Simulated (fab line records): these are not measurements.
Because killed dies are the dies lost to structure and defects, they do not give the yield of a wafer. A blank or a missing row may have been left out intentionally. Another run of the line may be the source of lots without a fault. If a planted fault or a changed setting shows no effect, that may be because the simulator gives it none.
2 desks looking at one fault || flow sky130 || each desk holds nothing but its own numbers, with what lay behind them at the end

FROM THE METROLOGY DESK
Means of the sampled wafers that have a number, per lot and without regard to the tool the lot ran on: this is what the gauges read. A lot is out of limits, marked OUT, if its mean lies more than 4 standard deviations from the usual mean; the brackets give that distance.
Columns: A = VIA1_W_RS at SKY_VIA1_RS_MEAS_22, usual 0.430 ohm/sq; B = VIA1_W_THK at SKY_VIA1_THK_MEAS_23, usual 272 nm
{"lot": "L600", "first seen here": "day 36 12:34", "A": 0.429, "B": 271}
{"lot": "L602", "first seen here": "day 36 17:53", "A": 0.429, "B": 276}
{"lot": "L609", "first seen here": "day 38 12:25", "A": 0.425, "B": 273}
{"lot": "L610", "first seen here": "day 38 18:55", "A": 0.435, "B": 268}
{"lot": "L614", "first seen here": "day 39 20:14", "A": 0.431, "B": 271}
{"lot": "L615", "first seen here": "day 40 11:32", "A": 0.438, "B": 269}
This desk's finding: nothing out of limits on any of the 6 lots.

AT THE TOOL OWNER'S DESK: pvdSputter-03
At SKY_METAL2_SPUTTER_01 (material TiN, target thk 20 nm, time 16.7 s) the tool's own readings: per lot run on this tool, the mean of the sampled wafers that have a number. A lot is out of limits, marked OUT, if its mean lies more than 4 standard deviations from the usual mean; the brackets give that distance.
Columns: A = throttleValvePct at SKY_METAL2_SPUTTER_01, usual 29.6 %
{"lot": "L600", "first seen here": "day 36 13:04", "A": 30.4}
{"lot": "L609", "first seen here": "day 38 12:55", "A": 28.7}
{"lot": "L610", "first seen here": "day 38 19:25", "A": 29.2}
This desk's finding: nothing out of limits on any of the 3 lots.

TAKEN TOGETHER
Metrology desk: nothing out of limits seen.
The desk of the tool owner found nothing out of limits.

WHAT THE SIMULATOR HAD PUT IN
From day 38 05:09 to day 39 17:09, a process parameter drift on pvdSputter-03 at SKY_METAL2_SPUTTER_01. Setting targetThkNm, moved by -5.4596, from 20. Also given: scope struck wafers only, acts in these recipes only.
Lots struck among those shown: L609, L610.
